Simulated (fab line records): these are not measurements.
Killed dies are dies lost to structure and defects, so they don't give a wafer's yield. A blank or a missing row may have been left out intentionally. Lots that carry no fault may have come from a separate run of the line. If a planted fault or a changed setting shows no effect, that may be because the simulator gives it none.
A single fault, viewed from 2 desks || flow sfq_line || each desk holds nothing but its own numbers, with what lay behind them at the end

## THE TOOL OWNER'S DESK: rie_diel-02
The tool's own readings at SFQ_TRILAYER_I6_VIA_BARC_OPEN_VIA_ETCH_235 (etches BARC in O2, target depth 125 nm, time 41.7 s): means of the sampled wafers that have a number, for each lot that ran on this tool. If a lot's mean is further than 4 standard deviations from the usual mean, the lot is out of limits and carries the mark OUT (the distance appears in the brackets).
Columns: A = drypump_motor_current_A at SFQ_TRILAYER_I6_VIA_BARC_OPEN_VIA_ETCH_235, usual 5.8 A; B = oes_product_au at SFQ_TRILAYER_I6_VIA_BARC_OPEN_VIA_ETCH_235, usual 0.686 a.u.; C = run_length_s at SFQ_TRILAYER_I6_VIA_BARC_OPEN_VIA_ETCH_235, usual 70.2 s
{"lot": "L602", "first seen here": "day 79 10:29", "A": 6.2, "B": 0.684, "C": 70.1}
{"lot": "L605", "first seen here": "day 79 15:17", "A": 5.9, "B": "0.715 (+6.1) OUT", "C": "68.1 (-5.0) OUT"}
{"lot": "L608", "first seen here": "day 79 19:38", "A": 6.0, "B": "0.719 (+6.9) OUT", "C": "67.6 (-6.2) OUT"}
{"lot": "L613", "first seen here": "day 82 23:33", "A": 6.0, "B": 0.680, "C": 70.0}
{"lot": "L617", "first seen here": "day 83 19:10", "A": 5.7, "B": 0.689, "C": 70.3}
Finding of this desk: L605, L608 out of limits; the first was L605 at day 79 15:17, on oes_product_au at SFQ_TRILAYER_I6_VIA_BARC_OPEN_VIA_ETCH_235. Within limits: L602, L613, L617.

## THE METROLOGY DESK
What the gauges read for every lot (on any tool): the sampled wafers with a number, averaged. If a lot's mean is further than 4 standard deviations from the usual mean, the lot is out of limits and carries the mark OUT (the distance appears in the brackets).
Columns: A = I6_BOW at SFQ_I6_BOW_MEAS_941, usual 6 um; B = I6_OVL at SFQ_I6_OVL_MEAS_942, usual 0 nm
{"lot": "L602", "first seen here": "day 77 20:53", "A": 8, "B": -0}
{"lot": "L605", "first seen here": "day 78 11:33", "A": 14, "B": -3}
{"lot": "L608", "first seen here": "day 78 17:53", "A": -5, "B": 2}
{"lot": "L613", "first seen here": "day 81 20:28", "A": 3, "B": -8}
{"lot": "L616", "first seen here": "day 82 05:31", "A": -1, "B": -7}
{"lot": "L617", "first seen here": "day 82 10:26", "A": -13, "B": 1}
Finding of this desk: none of the 6 lots has anything out of limits.

## PUT TOGETHER
An alarm could have come from the tool owner's desk at day 79 15:17, on L605, L608.
From the metrology desk's view, nothing was out of limits.
The metrology desk holds a record of L605, L608, inside its limits.
All the named lots went through SFQ_TRILAYER_I6_VIA_BARC_OPEN_VIA_ETCH_235 on rie_diel-02.

## WHAT THE SIMULATOR HAD INSERTED
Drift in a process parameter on rie_diel-02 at SFQ_TRILAYER_I6_VIA_BARC_OPEN_VIA_ETCH_235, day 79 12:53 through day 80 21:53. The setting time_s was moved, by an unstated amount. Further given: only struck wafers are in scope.
Struck lots among those shown: L605, L608.
Time in hours from fault onset to the first out-of-limits reading at each desk: the tool owner's desk, 2.
